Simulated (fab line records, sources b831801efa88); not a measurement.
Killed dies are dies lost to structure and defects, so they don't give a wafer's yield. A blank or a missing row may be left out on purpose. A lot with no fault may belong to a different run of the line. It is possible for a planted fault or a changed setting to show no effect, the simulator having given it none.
Chamber matching + flow gf180mcu + pecvd-03 running GF_V2_CVD_02: 3 sister chambers
The step deposits SiO2 from TEOS, target thk 850 nm, time 94.851 s. 3 wafers are shown with their chamber, then 7 later ones without.

== WAFERS WITH THEIR CHAMBER ==
| wafer  | chamber | heater-power-w (W) |
|--------|---------|--------------------|
| L087.6 | 1       | 716                |
| L091.1 | 0       | 605                |
| L091.3 | 2       | 663                |

== WAFERS WITH NO CHAMBER GIVEN ==
| wafer  | heater-power-w (W) |
|--------|--------------------|
| L091.5 | 581                |
| L094.1 | 646                |
| L094.3 | 644                |
| L094.5 | 515                |
| L095.2 | 689                |
| L095.3 | 591                |
| L095.4 | 708                |

== EACH ONE'S CHAMBER ==
| wafer  | from the rows above          | in truth |
|--------|------------------------------|----------|
| L091.5 | can't be placed: 0 or 2      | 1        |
| L094.1 | can't be placed: 2 or 0 or 1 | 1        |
| L094.3 | can't be placed: 2 or 0 or 1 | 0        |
| L094.5 | can't be placed: 0 or 2      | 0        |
| L095.2 | can't be placed: 2 or 1 or 0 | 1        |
| L095.3 | can't be placed: 0 or 2      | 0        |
| L095.4 | can't be placed: 1 or 2      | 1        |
Correct placement for 0 of the 7. These rows do not allow placing 7 (true chamber among the candidates in 6). Placed wrongly: 0.
How it was worked out, from the rows above alone: a wafer's distance from a chamber is the root of the sum, over the readings, of the square of ((its reading less the chamber's mean) divided by the reading's scatter). If the next closest chamber is less than 2 further off than the closest, the wafer can't be placed; otherwise it belongs to the closest. For every chamber, the mean is computed from those of its wafers that are shown. The scatter: with one shown wafer a chamber, the root of the mean of the squares of how far each hidden wafer lies from its nearest shown one.
